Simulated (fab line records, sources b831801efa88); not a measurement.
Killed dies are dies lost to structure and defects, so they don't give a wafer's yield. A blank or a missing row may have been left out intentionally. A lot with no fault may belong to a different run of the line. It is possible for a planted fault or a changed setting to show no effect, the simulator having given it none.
Problem report, 8D (eight disciplines) form, completed by code || flow sky130 || the parts of the form that need people (team, actions taken, sign-off) are left out

1. WHAT WENT WRONG
Across 2 wafers from 2 lots, LOCAL_INTERCONNECT_TIN_RS at SKY_LOCAL_INTERCONNECT_RS_MEAS_01 averages 13.00 ohm/sq, while fault-free wafers read 14.22 ohm/sq with a standard deviation of 0.12. Relative to the usual mean, that is a shift of -10 standard deviations.
The step: measures by four-point-probe.
The first sign was on wafer L489.3 at day 33 06:38, on film_metro-03. The record has a number at this step for 30 wafers belonging to 10 lots. Rule for "out", or "out of limits": more than 4 standard deviations from the usual mean. The rest of the wafers with a number are treated as sound.

2. WHAT IT IS; WHAT IT IS NOT
{"question": "which readings at this step", "is": "LOCAL_INTERCONNECT_TIN_RS", "is not": "-"}
{"question": "which lots", "is": "L489, L490", "is not": "L477, L479, L483, L484, L486, L491, L498, L499"}
{"question": "which wafers of those lots", "is": "L489.3, L490.4", "is not": "L489.1, L489.4, L490.1, L490.3"}
{"question": "read on which gauges", "is": "film_metro-03, film_metro-04", "is not": "film_metro-02"}
{"question": "when", "is": "from day 33 06:38", "is not": "up to then (17 sound wafers); but 11 sound wafers of L490, L491, L498, L499 came after"}

3. WHAT RULES OUT EACH SUSPECT
Counting: any tool at a process step up to the reading remains a suspect provided it ran every lot that is out. Sound lots after the first of them don't rule it out here, since some wafers of a struck lot are sound.
- the gauge at SKY_LOCAL_INTERCONNECT_RS_MEAS_01: ruled out. The wafers that are out were read on 2 gauges (film_metro-03, film_metro-04).
- pvd_sputter-02 at SKY_LOCAL_INTERCONNECT_SPUTTER_00 (material TiN, target thk 100 nm, time 83.3 s): kept. It ran every lot that is out, first L489 (day 33 06:34); its last sound lot up to then is L486 (day 32 04:58).
Left after counting: pvd_sputter-02 at SKY_LOCAL_INTERCONNECT_SPUTTER_00.

4. THE CAUSE (what the simulator had put in)
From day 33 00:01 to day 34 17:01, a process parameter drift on pvd_sputter-02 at SKY_LOCAL_INTERCONNECT_SPUTTER_00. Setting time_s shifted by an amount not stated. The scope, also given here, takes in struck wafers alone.
Only this tool survived the counting.

5. THE EFFECT CHAIN, in route order
Each row: a reading where the mean over the struck wafers with a number is more than 3 standard deviations away from the usual. Scope: only readings with a usual standard deviation given in the record; hours: median across lots of the time from each lot's start at the first step in this table that gives one to its start at this step; sigmas: change in usual standard deviations.
{"hours": 0, "step": "SKY_LOCAL_INTERCONNECT_RS_MEAS_01", "reading": "LOCAL_INTERCONNECT_TIN_RS", "usual": "14.22 ohm/sq", "on struck wafers": 13.00, "change": -1.22, "sigmas": -10}
{"hours": 0, "step": "SKY_LOCAL_INTERCONNECT_THK_MEAS_02", "reading": "LOCAL_INTERCONNECT_TIN_THK", "usual": "98.9 nm", "on struck wafers": 108.1, "change": "+9.2", "sigmas": "+11"}
{"hours": 27, "step": "SKY_LOCAL_INTERCONNECT_METAL_ETCH_14", "reading": "oes_product_au", "usual": "0.938 a.u.", "on struck wafers": 0.982, "change": "+0.044", "sigmas": "+6.5"}
{"hours": 27, "step": "SKY_LOCAL_INTERCONNECT_METAL_ETCH_14", "reading": "throttle_valve_pct", "usual": "21.903 %", "on struck wafers": 21.870, "change": -0.032, "sigmas": -3.6}
The process steps in it:
- SKY_LOCAL_INTERCONNECT_METAL_ETCH_14: etches TiN in Cl2/BCl3, stops on PSG, target depth 110 nm, time 31.4 s.

6. HOW IT WOULD HAVE BEEN CAUGHT EARLIER
The first out-of-limits reading at a measuring or inspecting step in this record came at day 33 06:38, 7 hours after the fault's start at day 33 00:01.
Tool readings at SKY_LOCAL_INTERCONNECT_SPUTTER_00 with a usual standard deviation given in the record: none out on any struck wafer, hence no alarm at a limit of 4 standard deviations on them.
L490, from the lots that are out (2), started SKY_LOCAL_INTERCONNECT_SPUTTER_00 on pvd_sputter-02 later than day 33 06:38. A tool hold placed at that time would have kept it from harm.
